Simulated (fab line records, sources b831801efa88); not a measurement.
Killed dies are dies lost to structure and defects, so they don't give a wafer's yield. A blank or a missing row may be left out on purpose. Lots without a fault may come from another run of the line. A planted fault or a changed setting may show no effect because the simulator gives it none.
A struck lot beside a sound one | flow sky130 | 43 steps out of a route of 708
Sound: wafers L167.1, L167.2, L167.5. Struck: wafers L158.1, L158.4, L158.6. The cause comes at the end.
At each step with rows: each side's tool, then ch and its chambers, then its first start. Under that, the readings that differ: sound wafers | struck wafers | difference of the means | sigmas: that difference in standard deviations of wafers without a fault.
alike: readings whose means differ by less than 2 such deviations, and words and numbers that are the same on both sides. not compared: withheld readings, readings that some wafer has no value for, bounds like >300 that may hide the same value, and numbers for which the record gives no deviation and whose values overlap.
The two part at a step that has a row with sigmas, a row that says differs or no value, or rows on one side only. Numbers that don't overlap but have no deviation are shown without sigmas and don't part them. A reading that every wafer of one side lacks parts them only if that side has two wafers or more.

first, 1 step without rows for these wafers: SKY_SONOS_TUNNEL_DEVELOP_06 (develop time 60 s).
SKY_SONOS_TUNNEL_CD_MEAS_07: target cd 410 nm.
  sound on cd_sem-01, day 15 22:51; struck on cd_sem-02, day 12 20:42
  alike: cd_nm
SKY_SONOS_TUNNEL_OVL_MEAS_08:
  sound on overlay-01, day 15 22:58; struck on overlay-02, day 12 20:51
  alike: SONOS_TUNNEL_OVL
then, 3 steps without rows for these wafers: SKY_SONOS_TUNNEL_IMPLANT_09; SKY_SONOS_TUNNEL_WET_ETCH_10 (etches SiO2 in dHF, target depth 14 nm, time 280 s); SKY_SONOS_TUNNEL_STRIP_11 (strips in SPM, time 600 s).
SKY_SONOS_TUNNEL_TW_MEAS_12:
  sound on film_metro-04, day 15 23:25; struck on film_metro-03, day 12 21:18
  reading         | sound             | struck            | difference | sigmas
  SONOS_TUNNEL_TW | 195.3 196.5 196.6 | 201.2 199.7 200.2 | +4.2       | +3
then, 2 steps without rows for these wafers: SKY_SONOS_TUNNEL_CLEAN_13 (cleans in dHF, time 20 s); SKY_SONOS_ONO_OXIDATION_00 (stabilise 600 s, purge 300 s, target thk 2.6 nm).
SKY_SONOS_ONO_THK_MEAS_01:
  sound on film_metro-03, day 16 02:08; struck on film_metro-02, day 13 00:27
  alike: SONOS_ONO_OXIDATION_THK
then, 1 step without rows for these wafers: SKY_SONOS_ONO_CVD_02 (deposits Si3N4 from DCS/NH3, target thk 10.5 nm, time 180 s).
SKY_SONOS_ONO_THK_MEAS_03:
  sound on film_metro-02, day 16 04:18; struck on film_metro-03, day 13 03:07
  reading                   | sound             | struck            | difference | sigmas
  SONOS_ONO_CVD_02_THK (nm) | 10.81 10.87 10.75 | 10.51 10.46 10.44 | -0.34      | -3
SKY_SONOS_ONO_CVD_04: deposits SiO2 from SiH4/N2O, target thk 5.7199 nm.
  sound on lpcvd-03 ch 1, day 16 04:22; struck on lpcvd-03 ch 1, day 13 03:11
  alike: spike_tc_top_C, zone_power_lower_pct
SKY_SONOS_ONO_THK_MEAS_05:
  sound on film_metro-02, day 16 05:37; struck on film_metro-03, day 13 04:26
  alike: SONOS_ONO_CVD_04_THK
then, 7 steps without rows for these wafers: SKY_SONOS_ONO_DEHYDRATE_06 (time 60 s); SKY_SONOS_ONO_HMDS_07 (prime time 60 s); SKY_SONOS_ONO_COAT_08 (resist thk 1140 nm); SKY_SONOS_ONO_SOFTBAKE_09 (time 60 s); SKY_SONOS_ONO_EXPOSE_10 (exposes mask ONOM, target cd 410 nm); SKY_SONOS_ONO_PEB_11; SKY_SONOS_ONO_DEVELOP_12 (develop time 60 s).
SKY_SONOS_ONO_CD_MEAS_13: target cd 410 nm.
  sound on cd_sem-02, day 17 08:49; struck on cd_sem-02, day 14 06:28
  alike: cd_nm
SKY_SONOS_ONO_OVL_MEAS_14:
  sound on overlay-01, day 17 08:56; struck on overlay-02, day 14 06:35
  alike: SONOS_ONO_OVL
SKY_SONOS_ONO_ETCH_15: etches the open film in CHF3/O2, target depth 19.52 nm, time 7.8 s.
  sound on rie_diel-02 ch 1,3, day 17 08:58; struck on rie_diel-03 ch 0,1,2, day 14 06:37
  alike: bias_w, chamber_pressure_mTorr, drypump_motor_current_A, oes_product_au, throttle_valve_pct
  not compared: rf_hours_counter_h
then, 1 step without rows for these wafers: SKY_SONOS_ONO_WET_ETCH_16 (etches SiO2 in dHF, target depth 14 nm, time 280 s).
SKY_SONOS_ONO_STRIP_17: strips in O2/N2.
  sound on plasma_asher-02 ch 0,1, day 17 09:11; struck on plasma_asher-01 ch 0,1, day 14 06:44
  alike: chamber_pressure_mTorr, drypump_motor_current_A, o2_flow_sccm, oes_product_au, strip_time_to_endpoint_s
  not compared: rf_hours_counter_h
then, 3 steps without rows for these wafers: SKY_SONOS_ONO_WET_ETCH_18 (etches Si3N4 in H3PO4, target depth 15 nm, time 172 s); SKY_GATE_OXIDE_CLEAN_00 (cleans in SC1/SC2, time 150 s); SKY_GATE_OXIDE_OXIDATION_01 (stabilise 600 s, purge 300 s, target thk 10.268 nm).
SKY_GATE_OXIDE_THK_MEAS_02:
  sound on film_metro-02, day 17 11:43; struck on film_metro-02, day 14 12:14
  alike: GATE_OXIDE_OXIDATION_00_THK
then, 7 steps without rows for these wafers: SKY_GATE_OXIDE_DEHYDRATE_03 (time 60 s); SKY_GATE_OXIDE_HMDS_04 (prime time 60 s); SKY_GATE_OXIDE_COAT_05 (resist thk 1140 nm); SKY_GATE_OXIDE_SOFTBAKE_06 (time 60 s); SKY_GATE_OXIDE_EXPOSE_07 (exposes mask LVOM, target cd 600 nm); SKY_GATE_OXIDE_PEB_08; SKY_GATE_OXIDE_DEVELOP_09 (develop time 60 s).
SKY_GATE_OXIDE_OVL_MEAS_10:
  sound on overlay-02, day 18 17:10; struck on overlay-01, day 15 15:16
  alike: GATE_OXIDE_OVL
then, 2 steps without rows for these wafers: SKY_GATE_OXIDE_IMPLANT_11; SKY_GATE_OXIDE_WET_ETCH_12 (etches SiO2 in dHF, target depth 16.8 nm, time 329.8 s).
SKY_GATE_OXIDE_STRIP_13: strips in O2/N2.
  sound on plasma_asher-04 ch 0,1, day 18 17:27; struck on plasma_asher-04 ch 0,1, day 15 15:33
  alike: chamber_pressure_mTorr, drypump_motor_current_A, o2_flow_sccm, oes_product_au, strip_time_to_endpoint_s
  not compared: rf_hours_counter_h
SKY_GATE_OXIDE_TW_MEAS_14:
  sound on film_metro-04, day 18 17:33; struck on film_metro-02, day 15 15:39
  reading       | sound             | struck            | difference | sigmas
  GATE_OXIDE_TW | 225.1 223.6 224.2 | 227.1 227.5 226.4 | +2.7       | +2
-- the record jumps here: 31 days lie between the struck wafers' starts before and after (it left off in module GATE_OXIDE and takes up again in module PAD_OPEN, whose first step shown is number 708 of the route) --
SKY_PAD_OPEN_PROBE_99:
  sound on prober-01, day 49 05:53; struck on prober-01, day 47 01:22
  reading             | sound     | struck      | difference | sigmas
  killed_at_front_end | 12 19 18  | 60 67 69    | +49        | +13
  killed_dies         | 104 97 98 | 129 134 140 | +35        | +4
  killed_open         | 63 53 59  | 34 28 46    | -22        | -3
  alike: killed_at_M0_to_M3, killed_at_M4_up, killed_at_contacts, killed_at_other, killed_on_rim, killed_short

WHERE THEY PART
First at SKY_SONOS_TUNNEL_TW_MEAS_12; last, within this record, at SKY_PAD_OPEN_PROBE_99.

WHY: what the simulator had put in
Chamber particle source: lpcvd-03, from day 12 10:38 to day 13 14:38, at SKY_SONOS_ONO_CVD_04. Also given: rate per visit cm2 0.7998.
